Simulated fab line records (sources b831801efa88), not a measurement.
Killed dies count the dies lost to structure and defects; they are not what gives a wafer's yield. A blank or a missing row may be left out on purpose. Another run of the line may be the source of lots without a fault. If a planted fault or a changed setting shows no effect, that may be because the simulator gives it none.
fab line records	flow gf180mcu
record: lots: 13	wafers: 36	last-day: 34
route steps=602 shown V5@557 TOP_METAL@581 PASSIVATION@587
lots with no fault: from the same line, run without faults
start-h: the number of hours between the record's first day and the start of the first shown wafer of the lot	wait-h: time in hours since the lot's previous step	" identical to the entry in the row above	L1.1+2: one row covering several wafers at once	- no value, or no start given	* or withheld: withheld	< > ~ a bound
route shown NAME@n: a module of which the file shows steps, and the number in the route of the first	usual: mean and standard deviation over wafers with no fault	same: alike in all rows	chamber/n: place in a boat	sites: per-site readings	_std_site: standard deviation across them	_edge_site: outer sites' mean less inner sites'	radius-mm: how far each site lies from the wafer's centre	mask NAME#n: copy n	behind: the last tool/chamber to shape the wafer	hold: why the lot went on hold/how many hours it stayed there/how the hold came to an end	device: the n, p or np transistor that did not switch	end of line: the same wafers' tests at the end of the route	step lacking rows: just its recipe	killed: the dies lost at the first sort to structure and to defects; this is not the yield of the wafer	map: dies across one wafer; x = killed, . = not, _ = none there
set.NAME: the setting the step ran with; set.NAME@STEP: the setting that earlier step ran with	model.NAME: the simulator's own value behind a step, which no gauge read
a sample of lots followed through the steps of the route, with each step as a table and each wafer as a row
services: the hour from which a tool's chamber was out of use, counted from the record's first day as start-h (under 0 if before that day), plus the number of hours and why
== steps ==
step: GF_V5_ETCH_17
recipe: chemistry: C4F8/O2/Ar	mask-material: KrF	target: SiO2	stop-on: TiN	source-w: 1500	bias-w: 1200	pressure-mtorr: 40	c4f8-flow-sccm: withheld	O2_flow_sccm: 6	Ar_flow_sccm: 300	time-s: withheld	target-depth-a: 8550
usual: oes-product-au: 0.860/0.0049
lot.wafer	tool	chamber	start-h	wait-h	oes-product-au
L753.3	rie-diel-03	2	-	-	0.859
L753.5	"	3	"	"	0.856
L753.6	"	2	"	"	0.860
L754.2	rie-diel-01	0	-	-	0.863
L754.3	"	1	"	"	0.863
L754.4	"	2	"	"	0.856
L755.3	rie-diel-01	0	-	-	0.857
L755.4	"	2	"	"	0.851
L755.5	"	0	"	"	0.857
L756.2	rie-diel-01	2	-	-	0.864
L756.3	"	0	"	"	0.857
L756.6	"	1	"	"	0.859
L758.1	rie-diel-03	3	-	-	0.863
L758.3	"	0	"	"	0.865
L758.4	"	2	"	"	0.855
L759.1	rie-diel-01	0	-	-	0.861
L759.3	"	2	"	"	0.857
L759.4	"	3	"	"	0.859
L767.2	rie-diel-01	2	-	-	0.865
L767.3	"	0	"	"	0.863
L768.2	rie-diel-01	3	-	-	0.858
L768.6	"	0	"	"	0.868
L769.4	rie-diel-02	3	-	-	0.861
L769.6	"	0	"	"	0.847
L770.1	rie-diel-02	0	-	-	0.861
L770.2	"	3	"	"	0.854
L770.4	"	2	"	"	0.861
L773.2	rie-diel-01	2	-	-	0.863
L773.4	"	1	"	"	0.862
L773.5	"	3	"	"	0.861
L774.1	rie-diel-03	3	-	-	0.863
L774.2	"	0	"	"	0.858
L774.3	"	2	"	"	0.852
L775.1	rie-diel-01	1	-	-	0.855
L775.2	"	2	"	"	0.866
L775.3	"	0	"	"	0.864
step: GF_TOP_METAL_CD_MEAS_14
recipe: target-cd-nm: 440
usual: cd-nm: 440.8/2.2
lot.wafer	tool	chamber	start-h	wait-h	cd-nm
L753.3	cd-sem-02	-	653.27	0.1	440.4
L753.5	"	-	"	"	442.1
L753.6	"	-	"	"	441.2
L754.2	cd-sem-01	-	662.38	0.1	444.8
L754.3	"	-	"	"	446.8
L754.4	"	-	"	"	446.1
L755.3	cd-sem-01	-	673.18	0.1	441.4
L755.4	"	-	"	"	442.4
L755.5	"	-	"	"	441.2
L756.2	cd-sem-01	-	682.58	0.1	438.8
L756.3	"	-	"	"	439.1
L756.6	"	-	"	"	440.6
L758.1	cd-sem-02	-	697.75	0.2	440.2
L758.3	"	-	"	"	438.9
L758.4	"	-	"	"	436.7
L759.1	cd-sem-02	-	713.24	0.1	439.3
L759.3	"	-	"	"	443.3
L759.4	"	-	"	"	440.0
L767.2	cd-sem-02	-	755.08	0.1	438.4
L767.3	"	-	"	"	437.0
L768.2	cd-sem-02	-	764.48	0.1	442.3
L768.6	"	-	"	"	439.5
L769.4	cd-sem-01	-	768.44	0.1	439.7
L769.6	"	-	"	"	439.7
L770.1	cd-sem-01	-	772.15	0.2	439.4
L770.2	"	-	"	"	439.9
L770.4	"	-	"	"	439.5
L773.2	cd-sem-02	-	786.98	0.1	442.2
L773.4	"	-	"	"	442.9
L773.5	"	-	"	"	443.5
L774.1	cd-sem-02	-	794.63	0.1	437.7
L774.2	"	-	"	"	438.4
L774.3	"	-	"	"	438.6
L775.1	cd-sem-01	-	799.69	0.1	441.4
L775.2	"	-	"	"	438.3
L775.3	"	-	"	"	438.3
step: GF_PASSIVATION_CVD_00
recipe: material: SiO2	target-thk-nm: 1000	precursor: TEOS	temp-c: 400	time-s: 111.95	rf-w: 600
usual: heater-power-w: 658/85	run-length-s: 139.7/0.68
lot.wafer	tool	chamber	start-h	wait-h	heater-power-w	run-length-s
L753.3	pecvd-03	2	654.12	0.0	828	139.2
L753.5	"	1	"	"	624	139.6
L753.6	"	2	"	"	668	139.7
L754.2	pecvd-03	1	663.24	0.0	612	139.6
L754.3	"	0	"	"	633	139.9
L754.4	"	1	"	"	657	139.7
L755.3	pecvd-04	0	674.03	0.0	707	138.9
L755.4	"	2	"	"	715	139.2
L755.5	"	1	"	"	537	140.3
L756.2	pecvd-03	1	683.47	0.0	641	139.6
L756.3	"	2	"	"	816	139.3
L756.6	"	2	"	"	847	140.2
L758.1	pecvd-03	1	698.63	0.0	634	140.2
L758.3	"	2	"	"	776	139.7
L758.4	"	2	"	"	837	139.6
L759.1	pecvd-04	2	714.12	0.0	680	139.1
L759.3	"	0	"	"	605	138.5
L759.4	"	0	"	"	667	138.7
L767.2	pecvd-03	2	755.97	0.0	721	139.3
L767.3	"	1	"	"	623	135.8
L768.2	pecvd-03	1	765.34	0.0	646	139.6
L768.6	"	0	"	"	517	136.7
L769.4	pecvd-03	2	769.34	0.0	678	139.7
L769.6	"	1	"	"	640	135.8
L770.1	pecvd-04	2	773.12	0.0	650	138.9
L770.2	"	1	"	"	591	139.9
L770.4	"	1	"	"	651	139.8
L773.2	pecvd-04	0	787.87	0.0	757	138.9
L773.4	"	2	"	"	698	138.7
L773.5	"	1	"	"	646	139.8
L774.1	pecvd-04	0	795.55	0.0	713	138.7
L774.2	"	2	"	"	673	138.8
L774.3	"	1	"	"	647	139.7
L775.1	pecvd-02	0	800.57	0.0	774	141.0
L775.2	"	1	"	"	542	141.0
L775.3	"	2	"	"	575	138.9
step: GF_PASSIVATION_THK_MEAS_01
recipe: reads: SiO2_of_PASSIVATION_CVD_00
usual: PASSIVATION_CVD_00_THK: 1003/12
lot.wafer	tool	chamber	start-h	wait-h	PASSIVATION_CVD_00_THK[nm]
L753.3	film-metro-04	-	654.23	0.1	991
L753.5	"	-	"	"	1032
L753.6	"	-	"	"	1011
L754.2	film-metro-04	-	663.33	0.0	1017
L754.3	"	-	"	"	1013
L754.4	"	-	"	"	1038
L755.3	film-metro-01	-	674.12	0.1	975
L755.4	"	-	"	"	1000
L755.5	"	-	"	"	997
L756.2	film-metro-04	-	683.56	0.0	1004
L756.3	"	-	"	"	1000
L756.6	"	-	"	"	1014
L758.1	film-metro-03	-	698.71	0.0	1011
L758.3	"	-	"	"	993
L758.4	"	-	"	"	991
L759.1	film-metro-04	-	714.20	0.0	987
L759.3	"	-	"	"	987
L759.4	"	-	"	"	1007
L767.2	film-metro-01	-	756.06	0.0	982
L767.3	"	-	"	"	971
L768.2	film-metro-03	-	765.43	0.0	987
L768.6	"	-	"	"	961
L769.4	film-metro-03	-	769.41	0.0	1002
L769.6	"	-	"	"	986
L770.1	film-metro-04	-	773.20	0.0	1000
L770.2	"	-	"	"	1003
L770.4	"	-	"	"	1015
L773.2	film-metro-04	-	787.96	0.0	993
L773.4	"	-	"	"	1017
L773.5	"	-	"	"	1019
L774.1	film-metro-04	-	795.62	0.0	996
L774.2	"	-	"	"	1006
L774.3	"	-	"	"	1011
L775.1	film-metro-04	-	800.65	0.0	1007
L775.2	"	-	"	"	999
L775.3	"	-	"	"	989
step: GF_PASSIVATION_CVD_02
recipe: material: Si3N4	target-thk-nm: 700	time-s: 486.18	temp-c: 400	rf-w: 450
usual: heater-power-w: 704/87	run-length-s: 514.3/0.85
lot.wafer	tool	chamber	start-h	wait-h	heater-power-w	run-length-s
L753.3	pecvd-02	2	654.27	0.0	685	513.3
L753.5	"	1	"	"	599	515.0
L753.6	"	0	"	"	836	514.6
L754.2	pecvd-02	1	663.38	0.0	595	514.9
L754.3	"	2	"	"	662	513.4
L754.4	"	1	"	"	617	515.1
L755.3	pecvd-03	2	674.16	0.0	857	513.8
L755.4	"	1	"	"	719	513.6
L755.5	"	2	"	"	880	513.9
L756.2	pecvd-04	2	683.61	0.0	752	513.4
L756.3	"	1	"	"	589	514.1
L756.6	"	1	"	"	636	514.2
L758.1	pecvd-02	0	698.77	0.1	824	514.7
L758.3	"	2	"	"	743	513.6
L758.4	"	2	"	"	781	513.9
L759.1	pecvd-02	2	714.26	0.1	661	513.8
L759.3	"	0	"	"	833	515.4
L759.4	"	2	"	"	715	513.2
L767.2	pecvd-02	1	756.11	0.0	619	514.9
L767.3	"	0	"	"	823	514.8
L768.2	pecvd-02	1	765.48	0.0	562	516.1
L768.6	"	1	"	"	595	515.1
L769.4	pecvd-02	0	769.59	0.2	794	514.9
L769.6	"	2	"	"	609	514.0
L770.1	pecvd-02	1	773.26	0.1	536	515.5
L770.2	"	0	"	"	813	515.8
L770.4	"	2	"	"	632	513.9
L773.2	pecvd-03	1	788.01	0.0	666	514.6
L773.4	"	0	"	"	658	514.0
L773.5	"	2	"	"	819	513.6
L774.1	pecvd-03	1	795.68	0.1	665	514.1
L774.2	"	0	"	"	636	514.6
L774.3	"	2	"	"	812	513.6
L775.1	pecvd-03	1	800.71	0.1	638	513.6
L775.2	"	2	"	"	796	513.8
L775.3	"	0	"	"	666	514.0
== services ==
tool	chamber	start-h	hours	kind
rie-diel-01	1	613.26	2.4	repair
rie-diel-02	3	616.77	1.2	repair
rie-diel-02	2	617.64	9.3	repair
rie-diel-02	3	632.86	6.4	repair
rie-diel-03	2	635.24	3.0	repair
rie-diel-03	1	638.77	4.5	repair
pecvd-03	-	666.80	2.3	repair
rie-diel-02	-	671.18	14.6	pm
pecvd-03	-	705.02	28.1	pm
rie-diel-01	0	710.01	-	clean
rie-diel-01	0	710.01	17.7	scheduled-down
rie-diel-01	0	710.01	17.7	vent-cycle
rie-diel-01	3	727.68	-	clean
rie-diel-01	3	727.68	11.3	scheduled-down
rie-diel-01	3	727.68	11.3	vent-cycle
pecvd-02	2	758.96	8.4	repair
rie-diel-01	1	767.39	2.0	repair
rie-diel-01	3	773.96	9.6	repair
rie-diel-02	-	798.89	0.6	repair
pecvd-04	-	799.40	14.0	pm
pecvd-04	0	799.40	14.0	vent-cycle
pecvd-04	1	799.40	14.0	vent-cycle
pecvd-04	2	799.40	14.0	vent-cycle
== key ==
first-sign: step: GF_PASSIVATION_CVD_00	reading: run-length-s	direction: down	sigmas: 5.2	usual: *	struck: *
effect: step: GF_PASSIVATION_THK_MEAS_01	reading: PASSIVATION_CVD_00_THK	direction: down	sigmas: 2.5	usual: 1003	struck: 972
met-at GF_PASSIVATION_CVD_00
struck-lots L767,L768,L769
struck-wafers L767.3,L768.6,L769.6
not-acting-at GF_V5_ETCH_17,GF_TOP_METAL_CD_MEAS_14,GF_PASSIVATION_CVD_02
onset-between 698.63 755.97
fault: kind: process-parameter-drift	tool: pecvd-03	chamber: -	onset-h: 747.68	steps: GF_PASSIVATION_CVD_00	channel: time-s	offset: *	shape: step	end-h: 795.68	scope: struck-wafers-only	acts-in: *	stated: *
